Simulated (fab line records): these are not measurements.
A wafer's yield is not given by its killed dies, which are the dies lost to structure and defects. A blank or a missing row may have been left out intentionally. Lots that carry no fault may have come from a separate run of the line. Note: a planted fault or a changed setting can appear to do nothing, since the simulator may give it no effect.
Problem report, 8D (eight disciplines) form, completed by code :: flow gf180mcu :: the parts of the form that need people (team, actions taken, sign-off) are left out

== 1. PROBLEM STATEMENT ==
V2_CVD_02_THK at GF_V2_THK_MEAS_03 reads a mean of 764 nm on 1 wafer of 1 lot; wafers without a fault read 854 nm with a standard deviation of 12. That puts it -7.5 standard deviations away from the usual mean.
First seen on wafer L992.6, day 24 11:05, on film_metro-04. At this step, 33 wafers from 11 lots have a number in the record. Rule for "out", or "out of limits": more than 4 standard deviations from the usual mean. The other wafers with a number count as sound.

== 2. WHAT IT IS AND WHAT IT IS NOT ==
question: which readings at this step
is: V2_CVD_02_THK
is not: -

question: which lots
is: L992
is not: L100, L978, L979, L980, L981, L982, L987, L993, L995, L999

question: which wafers of those lots
is: L992.6
is not: L992.1, L992.2

question: read on which gauges
is: film_metro-04
is not: film_metro-01, film_metro-02

question: when
is: from day 24 11:05
is not: up to then (20 sound wafers); but 12 sound wafers of L100, L993, L995, L999 came after

== 3. SUSPECTS, AND WHAT RULES EACH OUT ==
Counting: any tool at a process step up to the reading remains a suspect provided it ran every lot that is out. Sound lots after the first of them don't rule it out here, since some wafers of a struck lot are sound.
- the gauge at GF_V2_THK_MEAS_03 has been ruled out. All the wafers that are out were read on film_metro-04, but those of them that GF_V2_ETCH_17 has rows for are out there too, on other tools.
- pvd_sputter-03 at GF_V1_SPUTTER_21 (material Ti, target thk 15 nm, time 80.02 s): kept. The lot that is out, L992, ran on it at day 23 10:58; the last sound lot it ran before that was L982, at day 20 04:08.
- pvd_sputter-02 at GF_M2_SPUTTER_02 (material AlCu, target thk 450 nm, time 23.9 s): kept. The lot that is out, L992, ran on it at day 23 11:47; the last sound lot it ran before that was L987, at day 22 00:52.
- pecvd-04 at GF_V2_CVD_02 (deposits SiO2 from TEOS, target thk 850 nm, time 94.851 s): kept. The lot that is out, L992, ran on it at day 24 11:01; the last sound lot it ran before that was L982, at day 21 06:04.
- pecvd-04, GF_V2_CVD_02: wafers that are out in chamber 2, sound lot-mates in chambers 0, 1.
The count leaves pvd_sputter-03 at GF_V1_SPUTTER_21, pvd_sputter-02 at GF_M2_SPUTTER_02, and pecvd-04 at GF_V2_CVD_02.

== 4. THE CAUSE (what the simulator had put in) ==
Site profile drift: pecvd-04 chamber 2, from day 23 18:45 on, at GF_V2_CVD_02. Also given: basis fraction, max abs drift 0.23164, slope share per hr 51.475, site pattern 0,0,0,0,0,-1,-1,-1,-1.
Of the 3 suspects that counting leaves, this tool is one.

== 5. THE CHAIN OF EFFECTS, in route order ==
Rows list readings where the struck wafers' mean (over those with a number) sits beyond 3 standard deviations from the usual. Scope: only readings with a usual standard deviation given in the record; hours: median across lots of the time from each lot's start at the first step in this table that gives one to its start at this step; sigmas: change in usual standard deviations.
hours: 0
step: GF_V2_THK_MEAS_03
reading: V2_CVD_02_THK
usual: 854 nm
on struck wafers: 764
change: -90
sigmas: -7.5

hours: -
step: GF_V2_ETCH_17
reading: oes_product_au
usual: 0.856 a.u.
on struck wafers: 0.799
change: -0.057
sigmas: -12
Here are the process steps it includes:
- GF_V2_ETCH_17: etches SiO2 in C4F8/O2/Ar, stops on TiN, target depth 630 nm.

== 6. WHAT WOULD HAVE CAUGHT IT SOONER ==
16 hours passed between the start of the fault at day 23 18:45 and the first reading out of limits at a measuring or inspecting step in this record, taken at day 24 11:05.
No tool reading at GF_V2_CVD_02 that has a usual standard deviation in the record was out on any struck wafer, so an alarm limit of 4 standard deviations on those readings would not have fired.
By day 24 11:05 the whole set of lots that are out, 1 in number, had already begun GF_V2_CVD_02 on pecvd-04. Holding the tool at that point would not have protected any of them.
